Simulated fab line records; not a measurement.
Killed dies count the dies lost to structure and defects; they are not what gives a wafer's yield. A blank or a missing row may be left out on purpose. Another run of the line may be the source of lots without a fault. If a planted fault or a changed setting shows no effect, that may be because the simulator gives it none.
A single fault, viewed from 2 desks / flow sky130 / each desk has only its own numbers; what lay behind them comes last

== FROM THE METROLOGY DESK ==
Means of the sampled wafers that have a number, per lot and without regard to the tool the lot ran on: this is what the gauges read. The brackets show how far a lot's mean lies from the usual mean; more than 4 standard deviations puts the lot out of limits, marked OUT.
Columns: A = NWELL_00_OVL at SKY_NWELL_OVL_MEAS_10, usual 0.1 nm; B = VT_ADJUST_LVTN_TW at SKY_VT_ADJUST_LVTN_TW_MEAS_10, usual 238.1; C = SD_P_TW at SKY_SD_P_TW_MEAS_11, usual 2781
lot=L386; first seen here=day 4 15:14; A=-1.4; B=235.8; C=2780
lot=L388; first seen here=day 5 01:44; A=-0.6; B=239.3; C=2769
lot=L389; first seen here=day 5 14:11; A=-0.3; B=238.7; C=2784
lot=L390; first seen here=day 5 18:11; A=-3.3; B=240.0; C=2755
lot=L392; first seen here=day 6 07:03; A=0.6; B=237.6; C=2790
lot=L393; first seen here=day 6 07:20; A=1.3; B=239.2; C=2770
lot=L396; first seen here=day 7 02:16; A=0.4; B=238.5; C=2806
lot=L397; first seen here=day 7 04:09; A=-0.0; B=29.6 (-99 or more) OUT; C=2796
lot=L399; first seen here=day 7 16:47; A=1.0; B=238.6; C=2809
lot=L405; first seen here=day 9 07:14; A=-1.2; B=239.7; C=2736
lot=L406; first seen here=day 9 11:56; A=-0.9; B=239.0; C=2743
lot=L407; first seen here=day 9 21:12; A=0.6; B=237.9; C=2833
lot=L408; first seen here=day 10 02:35; A=-0.9; B=237.5; C=2755
This desk finds L397 out of limits, with the earliest case on L397 at day 9 20:11 (VT_ADJUST_LVTN_TW at SKY_VT_ADJUST_LVTN_TW_MEAS_10). In limits: L386, L388, L389, L390, L392, L393, L396, L399, L405, L406, L407, L408.

== TOOL OWNER'S DESK, plasma asher-02 ==
The tool's own readings at SKY_VT_ADJUST_HVTP_STRIP_10 (strips in O2/N2): means of the sampled wafers that have a number, for each lot that ran on this tool. The brackets show how far a lot's mean lies from the usual mean; more than 4 standard deviations puts the lot out of limits, marked OUT.
Columns: A = chamber pressure mTorr at SKY_VT_ADJUST_HVTP_STRIP_10, usual 1500.1 mTorr; B = drypump motor current A at SKY_VT_ADJUST_HVTP_STRIP_10, usual 5.7 A; C = oes product au at SKY_VT_ADJUST_HVTP_STRIP_10, usual 0.716 a.u.; D = strip time to endpoint s at SKY_VT_ADJUST_HVTP_STRIP_10, usual 14.18 s
lot=L388; first seen here=day 6 15:25; A=1499.7; B=5.4; C=0.718; D=14.12
lot=L390; first seen here=day 7 09:46; A=1499.0; B=5.4; C=0.718; D=14.17
lot=L393; first seen here=day 8 05:07; A=1500.2; B=5.6; C=0.714; D=14.17
lot=L397; first seen here=day 8 22:04; A=1499.6; B=5.3; C=0.943 (+52) OUT; D=-
lot=L405; first seen here=day 11 05:29; A=1500.5; B=5.4; C=0.716; D=14.22
This desk's verdict: out of limits on L397, starting with L397 at day 8 22:04 (oes product au at SKY_VT_ADJUST_HVTP_STRIP_10). In limits: L388, L390, L393, L405.

== PUT TOGETHER ==
The tool owner's desk could have raised an alarm at day 8 22:04, on L397.
L397 would have let the metrology desk raise an alarm at day 9 20:11.
All the named lots went through SKY_VT_ADJUST_HVTP_STRIP_10 on plasma asher-02.

== WHAT HAD BEEN PUT IN BY THE SIMULATOR ==
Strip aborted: plasma asher-02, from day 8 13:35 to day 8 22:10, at SKY_VT_ADJUST_HVTP_STRIP_10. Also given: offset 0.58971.
Shown lots that were struck: L397.
Hours from the fault's start to each desk's first reading out of limits: the tool owner's desk, 8; the metrology desk, 31.
